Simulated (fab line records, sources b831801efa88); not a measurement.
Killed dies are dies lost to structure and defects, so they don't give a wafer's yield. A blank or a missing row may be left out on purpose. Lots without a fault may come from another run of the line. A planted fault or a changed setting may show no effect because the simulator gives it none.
fab line records | flow sky130
record lots=4 wafers=12 last_day=49
route steps=708 shown GATE_OXIDE@192 POLY_GATE@204 RES_PROTECT@206 PAD_OPEN@708
lots that met no fault: from a run of the same line without faults
start_h: hours from the record's first day to the start of the lot's first wafer shown | wait_h: hours since the lot's step before | " the same as in the row above | L1.1+2: a row that stands for several wafers | - no value, or no start given | * or withheld: withheld | < > ~ a bound
route shown NAME@n: a module of which the file shows steps, and the number in the route of the first | usual: mean/standard deviation of fault-free wafers | same: alike in all rows | chamber/n: place in a boat | sites: the reading at each site | _std_site: their standard deviation | _edge_site: outer sites' mean less inner sites' | radius_mm: how far each site lies from the wafer's centre | mask NAME#n: copy n | behind: the tool/chamber that last shaped the wafer | hold: why the lot was held/for how many hours/how that ended | device: the transistor (n, p or np) that didn't switch | end of line: the same wafers' tests at the end of the route | a step without rows: its recipe alone | killed: dies lost to structure and defects at the first sort, not the wafer's yield | map: a wafer's dies, x killed, . not, _ none there
set.NAME: the setting as run; set.NAME@STEP: as run at that earlier step | model.NAME: the simulator's own value behind a step, which no gauge read
lots at some steps of the route; a table a step, a row a wafer
services: from which hour (start_h, from the record's first day; less than 0 if before it) a tool's chamber was out of use, for how many hours, and why
## steps
# step SKY_GATE_OXIDE_COAT_05
# recipe resist=NOVOLAK spin_rpm=3000 resist_thk_nm=1140
# step SKY_GATE_OXIDE_SOFTBAKE_06
# recipe temp_c=90 time_s=60 resist=NOVOLAK
# step SKY_GATE_OXIDE_EXPOSE_07
# recipe mask_id=LVOM na=0.6 source_shape=conventional sigma_outer=0.6 polarization=unpolarized target_cd_nm=600 dose_mj=170
# step SKY_GATE_OXIDE_PEB_08
# recipe temp_c=withheld time_s=* resist=NOVOLAK
# step SKY_GATE_OXIDE_DEVELOP_09
# recipe resist=NOVOLAK developer=TMAH develop_time_s=60 dev_temp_c=23
# step SKY_GATE_OXIDE_IMPLANT_11
# recipe species=B energy_kev=10 dose_cm2=2.6e+12 tilt_deg=withheld
# step SKY_GATE_OXIDE_WET_ETCH_12
# recipe chemistry=dHF target_depth_nm=16.8 dry=n2_spin target=SiO2 dilution=100:1 temp_c=25 time_s=336
# step SKY_GATE_OXIDE_STRIP_13
# recipe chemistry=O2/N2 power_w=1400 pressure_mtorr=1500 platen_temp_c=withheld o2_flow_sccm=3000 n2_flow_sccm=300 overash_fraction=0.5
# step SKY_GATE_OXIDE_CLEAN_15
# recipe chemistry=SC1/SC2 mix=1:4:20 temp_c=70 time_s=150 dry=n2_spin
# step SKY_GATE_OXIDE_OXIDATION_16
# recipe temp_c=800 ambient=O2 idle_temp_c=700 ramp_up_c_per_min=10 ramp_down_c_per_min=3 stabilise_s=600 purge_s=300 target_thk_a=35.7 ox_time_s=1915
# step SKY_POLY_GATE_CVD_00
# recipe material=poly-Si target_thk_nm=180 temp_c=620 time_s=720 pressure_mtorr=200
# usual pressure_mtorr=199.9/0.34 spike_tc_centre_C=620.9/1.1 spike_tc_lower_C=620.7/1.1 spike_tc_upper_C=620.0/0.93 susceptor_temp_C=620.0/0.32 zone_power_centre_pct=9.18/0.23 zone_power_lower_pct=8.4/0.69 zone_power_upper_pct=9.3/0.41
# same time_s=720
# columns lot.wafer tool chamber start_h wait_h pressure_mtorr spike_tc_centre_C spike_tc_lower_C spike_tc_upper_C susceptor_temp_C zone_power_centre_pct zone_power_lower_pct zone_power_upper_pct model.poly-Si_of_POLY_GATE_CVD_00.thk_nm
L814.2 lpcvd-01 0 356.28 0.0 199.9 621.7 621.0 620.3 619.9 8.82 9.1 8.9 179.2
L814.5 " 0 " " 200.0 620.7 621.9 621.0 619.9 9.05 9.2 9.0 178.8
L814.6 " 0 " " 199.6 620.8 622.8 619.8 619.9 9.16 9.2 8.9 179.6
L818.3 lpcvd-01 0 386.49 0.0 200.5 596.5 623.9 622.6 620.2 4.97 11.3 11.2 166.2
L818.5 " 0 " " 199.8 596.7 623.8 625.2 619.8 4.95 11.3 11.1 155.3
L818.6 " 0 " " 199.6 597.7 625.4 622.5 620.0 5.01 11.3 10.9 150.2
L819.1 lpcvd-01 0 404.18 0.0 199.5 599.2 626.4 625.1 619.8 5.00 11.1 11.1 151.9
L819.5 " 0 " " 199.8 596.2 625.0 622.8 620.0 5.07 11.1 10.9 171.7
L819.6 " 0 " " 199.5 597.0 625.5 622.7 619.5 4.94 11.2 10.9 175.5
L828.1 lpcvd-01 1 475.62 0.0 199.7 619.8 620.6 620.3 620.1 9.44 7.8 9.8 179.2
L828.2 " 1 " " 200.1 619.9 620.2 619.8 619.7 9.35 7.6 9.9 176
L828.6 " 1 " " 199.8 621.1 620.2 618.2 620.3 9.45 7.8 9.8 175.4
# step SKY_POLY_GATE_THK_MEAS_01
# recipe reads=poly-Si_of_POLY_GATE_CVD_00
# usual POLY_GATE_CVD_00_THK=179.4/1.4
# columns lot.wafer tool chamber start_h wait_h POLY_GATE_CVD_00_THK[nm]
L814.2 film_metro-03 - 357.49 0.0 179.3
L814.5 " - " " 178.8
L814.6 " - " " 179.5
L818.3 film_metro-04 - 387.71 0.0 166.2
L818.5 " - " " 155.4
L818.6 " - " " 150.1
L819.1 film_metro-01 - 405.38 0.0 151.9
L819.5 " - " " 171.7
L819.6 " - " " 175.5
L828.1 film_metro-01 - 476.82 0.0 179.3
L828.2 " - " " 176.0
L828.6 " - " " 175.3
# step SKY_RES_PROTECT_DEHYDRATE_00
# recipe temp_c=200 time_s=60
# step SKY_RES_PROTECT_HMDS_01
# recipe prime_time_s=60 prime_temp_c=120
# step SKY_RES_PROTECT_COAT_02
# recipe resist=NOVOLAK spin_rpm=3000 resist_thk_nm=1140
# step SKY_RES_PROTECT_SOFTBAKE_03
# recipe temp_c=90 time_s=60 resist=NOVOLAK
# step SKY_RES_PROTECT_EXPOSE_04
# recipe mask_id=RPM na=0.6 source_shape=conventional sigma_outer=0.6 polarization=unpolarized target_cd_nm=1270 dose_mj=131
# step SKY_RES_PROTECT_PEB_05
# recipe temp_c=withheld time_s=* resist=NOVOLAK
# step SKY_RES_PROTECT_DEVELOP_06
# recipe resist=NOVOLAK developer=TMAH develop_time_s=60 dev_temp_c=23
# step SKY_POLY_GATE_IMPLANT_02
# recipe species=P energy_kev=30 dose_cm2=7.7e+15 tilt_deg=0
# step SKY_RES_PROTECT_STRIP_07
# recipe chemistry=O2/N2 power_w=1400 pressure_mtorr=1500 platen_temp_c=withheld o2_flow_sccm=3000 n2_flow_sccm=300 overash_fraction=0.5
# step SKY_RES_PROTECT_CLEAN_09
# recipe chemistry=SC1/SC2 mix=1:4:20 temp_c=70 time_s=150 dry=n2_spin
# usual bath_heat_duty_pct=13.7/1.3
# same time_s=150
# columns lot.wafer tool chamber start_h wait_h bath_heat_duty_pct model.poly-Si_of_POLY_GATE_CVD_00.thk_nm
L814.2 wet_bench-02 3 386.42 0.0 12.3 178.6
L814.5 " 3 " " 12.5 178.2
L814.6 " 3 " " 12.6 178.9
L818.3 wet_bench-01 1 416.98 0.0 11.9 165.6
L818.5 " 1 " " 11.1 154.7
L818.6 " 1 " " 12.2 149.5
L819.1 wet_bench-01 2 434.86 0.1 14.6 151.2
L819.5 " 2 " " 15.7 171.1
L819.6 " 2 " " 15.7 174.9
L828.1 wet_bench-03 3 507.97 0.1 14.2 178.6
L828.2 " 3 " " 14.4 175.4
L828.6 " 3 " " 13.5 174.7
# step SKY_POLY_GATE_CVD_03
# recipe material=Si3N4 precursor=DCS/NH3 target_thk_nm=75 temp_c=770 time_s=1290 pressure_mtorr=250
# step SKY_POLY_GATE_DEHYDRATE_05
# recipe temp_c=200 time_s=60
# step SKY_POLY_GATE_HMDS_06
# recipe prime_time_s=60 prime_temp_c=120
# step SKY_POLY_GATE_COAT_07
# recipe resist=BARC temp_c=withheld time_s=withheld spin_rpm=3000 resist_thk_nm=110
# step SKY_POLY_GATE_COAT_08
# recipe resist=KrF-thick spin_rpm=3000 resist_thk_nm=450
# step SKY_POLY_GATE_SOFTBAKE_09
# recipe temp_c=100 time_s=90 resist=KrF-thick
# step SKY_POLY_GATE_EXPOSE_10
# recipe mask_id=P1M na=0.68 source_shape=conventional sigma_outer=0.6 target_cd_nm=150 dose_mj=28
# step SKY_POLY_GATE_PEB_11
# recipe peb_temp_c=withheld peb_time_s=withheld resist=KrF-thick
# step SKY_POLY_GATE_DEVELOP_12
# recipe develop_time_s=60 resist=KrF-thick dev_temp_c=21
# step SKY_POLY_GATE_ETCH_15
# recipe chemistry=N2/H2 target=BARC ion_energy_ev=200 source_w=500 bias_w=100 pressure_mtorr=30 n2_flow_sccm=100 h2_flow_sccm=200 stop_on=SiO2 time_s=118.5 target_depth_a=1100
# step SKY_POLY_GATE_ETCH_16
# recipe stop_on=poly-Si chemistry=CH3F/O2 target=Si3N4 source_w=400 bias_w=80 pressure_mtorr=25 ch3f_flow_sccm=40 O2_flow_sccm=30 time_s=147.5 target_depth_a=750
# step SKY_POLY_GATE_ETCH_17
# recipe target_depth_nm=180 stop_on=SiO2 over_etch_frac=0.56667 chemistry=HBr/Cl2 target=poly-Si icp_w=400 bias_w=100 pressure_mtorr=10 HBr_flow_sccm=150 Cl2_flow_sccm=50 time_s=70.5
# usual chamber_pressure_mTorr=10.000/0.0091 drypump_motor_current_A=5.7/0.49 he_backside_leak_sccm=2.75/0.25 mfc_cl2_sccm=49.99/0.17 oes_product_au=0.984/0.0079 rf_fwd_power_W=396.3/1.4 throttle_valve_pct=33.684/0.0087
# same time_s=70.5
# columns lot.wafer tool chamber start_h wait_h chamber_pressure_mTorr drypump_motor_current_A he_backside_leak_sccm mfc_cl2_sccm oes_product_au rf_fwd_power_W rf_hours_counter_h throttle_valve_pct model.etch.depth_nm model.POLY_GATE.feature_depth_nm
L814.2 rie_si-01 3 418.16 0.0 10.021 4.7 2.82 50.33 0.980 398.1 1 33.683 178.6 178.6
L814.5 " 3 " " 10.018 4.7 2.91 50.18 0.976 396.2 - 33.681 178.2 178.2
L814.6 " 2 " " 9.992 6.2 2.50 50.23 0.982 398.6 - 33.700 178.9 178.9
L818.3 rie_si-01 3 451.08 0.0 10.002 4.7 2.80 50.08 0.943 396.0 1 33.676 165.6 165.6
L818.5 " 3 " " 10.009 4.7 2.87 49.63 0.902 395.4 - 33.686 154.7 154.7
L818.6 " 0 " " 10.001 6.0 2.80 49.84 0.873 395.8 - 33.690 149.5 149.5
L819.1 rie_si-02 0 468.24 0.0 9.995 5.4 2.59 49.73 0.884 397.2 30 33.686 151.2 151.2
L819.5 " 1 " " 9.993 6.0 2.75 49.77 0.966 397.3 - 33.686 171.1 171.1
L819.6 " 2 " " 10.012 5.6 2.94 49.90 0.978 397.3 - 33.684 174.9 174.9
L828.1 rie_si-01 3 541.29 0.0 10.014 4.7 2.61 49.76 0.983 395.1 1 33.688 178.6 178.6
L828.2 " 0 " " 10.013 6.0 3.01 50.12 0.973 397.9 3 33.685 175.4 175.4
L828.6 " 1 " " 10.008 5.7 2.96 49.99 0.971 395.9 - 33.693 174.7 174.7
# step SKY_POLY_GATE_STRIP_18
# recipe chemistry=O2/N2 power_w=1400 pressure_mtorr=1500 platen_temp_c=withheld o2_flow_sccm=3000 n2_flow_sccm=300 overash_fraction=0.5
# step SKY_PAD_OPEN_PROBE_99
# usual killed_at_M0_to_M3=41/6.2 killed_at_M4_up=3.0/1.7 killed_at_contacts=25/5.8 killed_at_front_end=16/4.5 killed_at_other=0.2/0.42 killed_dies=85/8.4 killed_open=46/5.9 killed_short=39/6.3
# same gross_dies=492 killed_at_back_side=0
# columns lot.wafer tool chamber start_h wait_h killed_at_M0_to_M3 killed_at_M4_up killed_at_contacts killed_at_front_end killed_at_other killed_dies killed_open killed_short model.etest.res_high_po.line_ohm_um model.etest.res_poly.line_ohm_um model.etest.res_high_po.rs_ohm_sq model.etest.res_poly.rs_ohm_sq model.etest.cap_li_to_poly.c_af_um2
L814.2 prober-01 - 1111.35 0.1 35 2 29 26 0 92 51 41 749.1 534.5 261 48.83 98.9
L814.5 prober-01 - 1111.50 0.2 54 6 20 10 0 90 48 42 730.5 514 257.7 48.03 96.54
L814.6 prober-01 - 1111.55 0.2 39 3 27 18 0 87 50 37 747.5 526.8 261.6 48.08 97.77
L818.3 prober-01 - 1131.75 0.2 42 3 22 19 1 87 41 46 795 557.6 280.1 52.12 95.2
L818.5 prober-01 - 1131.85 0.2 44 4 13 10 0 71 38 32 856.4 607.1 297.3 55.53 94.72
L818.6 prober-01 - 1131.90 0.2 45 2 39 11 0 97 51 45 866.7 617.5 303.5 57.24 90.01
L819.1 prober-02 - 1142.77 0.1 37 2 24 11 0 74 43 31 845.5 609.3 296.2 56.07 96.03
L819.5 prober-02 - 1142.97 0.2 54 3 16 11 1 85 50 35 740.8 521 260.8 49.36 97.83
L819.6 prober-02 - 1143.02 0.2 46 2 22 17 0 87 42 45 741.2 512.5 260.4 48.07 100.4
L828.1 prober-02 - 1187.32 0.1 44 4 34 14 0 96 51 45 753 503.7 262.9 48.47 96.79
L828.2 prober-02 - 1187.37 0.1 40 3 26 18 0 87 52 35 743.2 490.6 263.3 49.3 98.44
L828.6 prober-02 - 1187.57 0.2 46 1 26 14 0 87 46 41 749 483.8 266.6 49.48 97.73
# killed by level:class
L814.2 VIA1:geometric_particle:open=10 CONTACT:geometric_particle:open=9 FIELD_ISO:geometric_particle:short=6 SPACER:geometric_particle:open=6 CONTACT:geometric_particle:short=6 VIA2:geometric_particle:open=6 FIELD_ISO:geometric_particle:open=5 LI_CONTACT:geometric_particle:open=5
L814.5 CONTACT:geometric_particle:open=11 VIA1:geometric_particle:open=10 VIA2:geometric_particle:open=7 VIA3:geometric_particle:open=7 VIA3:geometric_particle:short=6 CONTACT:geometric_particle:short=5 VIA1:geometric_particle:short=5 POLY_GATE:geometric_particle:short=4
L814.6 VIA1:geometric_particle:open=10 VIA2:geometric_particle:open=8 CONTACT:geometric_particle:open=7 LI_CONTACT:geometric_particle:open=7 FIELD_ISO:geometric_particle:open=6 POLY_GATE:geometric_particle:short=5 LOCAL_INTERCONNECT:geometric_particle:short=5 VIA3:geometric_particle:open=5
L818.3 VIA1:geometric_particle:open=12 CONTACT:geometric_particle:open=7 VIA2:geometric_particle:open=6 FIELD_ISO:geometric_particle:open=5 POLY_GATE:geometric_particle:short=5 LOCAL_INTERCONNECT:geometric_particle:short=5 METAL2:geometric_particle:short=5 VIA1:geometric_particle:short=5
L818.5 VIA1:geometric_particle:open=17 METAL2:geometric_particle:short=7 CONTACT:geometric_particle:short=6 POLY_GATE:geometric_particle:open=4 CONTACT:geometric_particle:open=4 VIA1:geometric_particle:short=4 FIELD_ISO:geometric_particle:short=3 VIA2:geometric_particle:open=3
L818.6 CONTACT:geometric_particle:open=15 LI_CONTACT:geometric_particle:open=12 VIA1:geometric_particle:open=10 VIA1:geometric_particle:short=6 CONTACT:geometric_particle:short=6 METAL1:geometric_particle:short=5 VIA2:geometric_particle:short=5 POLY_GATE:geometric_particle:open=4
L819.1 VIA1:geometric_particle:open=9 VIA3:geometric_particle:open=8 LI_CONTACT:geometric_particle:open=7 CONTACT:geometric_particle:open=7 CONTACT:geometric_particle:short=6 METAL1:geometric_particle:short=3 VIA1:geometric_particle:short=3 VIA2:geometric_particle:open=3
L819.5 VIA3:geometric_particle:open=15 VIA1:geometric_particle:open=11 CONTACT:geometric_particle:open=8 VIA2:geometric_particle:open=8 METAL2:geometric_particle:short=5 METAL3:geometric_particle:short=4 POLY_GATE:geometric_particle:short=3 LOCAL_INTERCONNECT:geometric_particle:short=3
L819.6 CONTACT:geometric_particle:open=11 VIA1:geometric_particle:open=9 METAL1:geometric_particle:short=6 VIA2:geometric_particle:open=6 POLY_GATE:geometric_particle:short=5 CONTACT:geometric_particle:short=5 VIA2:geometric_particle:short=5 VIA3:geometric_particle:open=5
L828.1 CONTACT:geometric_particle:open=17 VIA1:geometric_particle:open=15 CONTACT:geometric_particle:short=10 METAL1:geometric_particle:short=6 LI_CONTACT:geometric_particle:open=5 FIELD_ISO:geometric_particle:short=4 METAL2:geometric_particle:short=4 VIA2:geometric_particle:short=3
L828.2 CONTACT:geometric_particle:open=16 VIA1:geometric_particle:open=12 POLY_GATE:geometric_particle:short=8 VIA3:geometric_particle:open=5 FIELD_ISO:geometric_particle:short=4 LI_CONTACT:geometric_particle:open=4 VIA2:geometric_particle:short=4 VIA2:geometric_particle:open=4
L828.6 CONTACT:geometric_particle:open=11 VIA1:geometric_particle:open=11 VIA3:geometric_particle:open=8 CONTACT:geometric_particle:short=7 VIA1:geometric_particle:short=7 FIELD_ISO:geometric_particle:open=5 LI_CONTACT:geometric_particle:open=5 VIA3:geometric_particle:short=5
## services
# columns tool chamber start_h hours kind
rie_si-01 3 336.70 - clean
rie_si-01 3 336.70 22.0 scheduled_down
rie_si-01 3 336.70 22.0 vent_cycle
rie_si-02 0 342.50 4.7 repair
rie_si-02 - 343.19 0.3 repair
wet_bench-01 - 351.86 3.1 repair
rie_si-02 2 370.46 6.2 repair
rie_si-02 2 378.73 21.0 repair
rie_si-01 3 391.84 3.4 repair
rie_si-02 - 393.68 4.8 repair
lpcvd-01 - 403.55 0.5 repair
wet_bench-03 - 415.58 67.6 pm
lpcvd-01 - 422.45 0.9 repair
lpcvd-01 - 443.87 1.0 repair
rie_si-02 1 462.07 3.4 repair
rie_si-01 3 489.45 4.4 repair
rie_si-02 3 492.81 - clean
rie_si-02 3 492.81 26.8 scheduled_down
rie_si-02 3 492.81 26.8 vent_cycle
## key
first_sign step=SKY_POLY_GATE_CVD_00 reading=spike_tc_centre_C direction=down sigmas=22 usual=620.9 struck=597.2
effect step=SKY_POLY_GATE_CVD_00 reading=zone_power_centre_pct direction=down sigmas=18 usual=9.18 struck=4.99
effect step=SKY_POLY_GATE_THK_MEAS_01 reading=POLY_GATE_CVD_00_THK direction=down sigmas=13 usual=179.4 struck=161.8
effect step=SKY_POLY_GATE_ETCH_17 reading=oes_product_au direction=down sigmas=7.6 usual=0.984 struck=0.924 wafers_moved=5
model_effect step=SKY_POLY_GATE_CVD_00 value=poly-Si_of_POLY_GATE_CVD_00.thk_nm without=179.6 struck=161.8
model_effect step=SKY_RES_PROTECT_CLEAN_09 value=poly-Si_of_POLY_GATE_CVD_00.thk_nm without=178.9 struck=161.2
model_effect step=SKY_POLY_GATE_ETCH_17 value=etch.depth_nm without=177.7 struck=161.2
model_effect step=SKY_PAD_OPEN_PROBE_99 value=etest.res_high_po.line_ohm_um without=732.8 struck=807.6
met_at SKY_POLY_GATE_CVD_00
struck_wafers L818.3,L818.5,L818.6,L819.1,L819.5,L819.6
tester_left_out L818,L819
onset_between 356.28 386.49
fault kind=process_parameter_drift tool=lpcvd-01 chamber=- onset_h=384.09 steps=SKY_POLY_GATE_CVD_00 channel=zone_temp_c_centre offset=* shape=step end_h=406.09
# tester_left_out: of these lots the tester's yield and bins aren't shown, on N5 and GAA mostly nor the transistor test; their killed dies are dies lost to structure and defects alone, not to doping, threshold or leakage, so they don't give the yield
